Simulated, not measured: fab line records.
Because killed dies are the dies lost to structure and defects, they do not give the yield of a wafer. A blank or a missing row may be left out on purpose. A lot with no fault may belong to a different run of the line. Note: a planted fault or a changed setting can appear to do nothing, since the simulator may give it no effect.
What tool caused it? | flow sfqLine | 37 wafers sampled from 13 lots at 1 step of a route of 325

## WHAT EACH GAUGE READ, for each wafer
Not one reading of a measure or inspect step in the record can be checked against a usual standard deviation.

## EACH LOT AND THE TOOL THAT RAN IT (in order: tool; ch and the chambers of the sampled wafers; start)
lot  | SFQ_TRILAYER_M5_BARC_OPEN_METAL_ETCH_161
L938 | rieMetal-03 ch 0,1, day 64 11:26
L939 | rieMetal-03 ch 0,1, day 64 13:49
L940 | rieMetal-01 ch 0,1, day 65 01:10
L946 | rieMetal-03 ch 0,1, day 67 13:16
L947 | rieMetal-01 ch 0,1, day 67 15:40
L950 | rieMetal-03 ch 0,1, day 68 09:40
L952 | rieMetal-01 ch 0,1, day 68 13:15
L955 | rieMetal-01 ch 1, day 70 08:27
L956 | rieMetal-02 ch 0,1, day 70 09:40
L957 | rieMetal-01 ch 0,1, day 70 10:51
L958 | rieMetal-02 ch 0,1, day 70 12:03
L960 | rieMetal-02 ch 0,1, day 70 14:27
L961 | rieMetal-01 ch 0,1, day 70 15:39
- SFQ_TRILAYER_M5_BARC_OPEN_METAL_ETCH_161: etches BARC in O2, target depth 125 nm, time 41.7 s.

## AS READ BY THE TOOLS THEMSELVES (means over the sampled wafers that have a number; for cases with no such wafer, the mark the record gives instead)
SFQ_TRILAYER_M5_BARC_OPEN_METAL_ETCH_161. Usual: drypumpMotorCurrentA 5.8 A, standard deviation 0.36; oesProductAu 0.685 a.u., standard deviation 0.0044; rfFwdPowerW 594.9 W, standard deviation 2.6; runLengthS 69.9 s, standard deviation 0.4.
lot  | tool        | drypumpMotorCurrentA (A) | oesProductAu (a.u.) | rfFwdPowerW (W) | runLengthS (s) | flag
L938 | rieMetal-03 | 6.2                      | 0.686               | 597.7           | 69.3           | 
L939 | rieMetal-03 | 6.1                      | 0.688               | 594.8           | 69.4           | 
L940 | rieMetal-01 | 5.5                      | 0.681               | 594.9           | 70.2           | 
L946 | rieMetal-03 | 6.2                      | 0.681               | 594.8           | 69.3           | 
L947 | rieMetal-01 | 5.5                      | 0.688               | 595.5           | 70.3           | 
L950 | rieMetal-03 | 6.2                      | 0.677               | 595.5           | 70.5           | 
L952 | rieMetal-01 | 5.5                      | 0.687               | 596.9           | 69.9           | 
L955 | rieMetal-01 | 5.6                      | 0.686               | 595.8           | 70.3           | 
L956 | rieMetal-02 | 5.8                      | 0.680               | 591.4           | 70.2           | 
L957 | rieMetal-01 | 5.5                      | 0.683               | 595.5           | 70.2           | 
L958 | rieMetal-02 | 5.9                      | 0.688               | 592.3           | 70.1           | 
L960 | rieMetal-02 | 5.7                      | 0.684               | 592.5           | 70.1           | 
L961 | rieMetal-01 | 5.5                      | 0.684               | 596.5           | 69.9           | 

## THE ANSWER, worked out from the rows above alone
Rule: lot off if the mean of its wafers having a number is beyond 3 standard deviations from the usual mean. A lot without any number at a reading at which 4 lots or more have one is off too. All remaining lots with rows at the step are treated as sound. First the gauges in route order, then the tools' own readings, where a lot's mean is used as printed above. At the first step where some lot is off, the reading lying furthest off is the one used; lots without a number count as furthest.
Nothing can be told from this: no lot is off at any reading shown.

## WHAT WAS PUT IN BY THE SIMULATOR
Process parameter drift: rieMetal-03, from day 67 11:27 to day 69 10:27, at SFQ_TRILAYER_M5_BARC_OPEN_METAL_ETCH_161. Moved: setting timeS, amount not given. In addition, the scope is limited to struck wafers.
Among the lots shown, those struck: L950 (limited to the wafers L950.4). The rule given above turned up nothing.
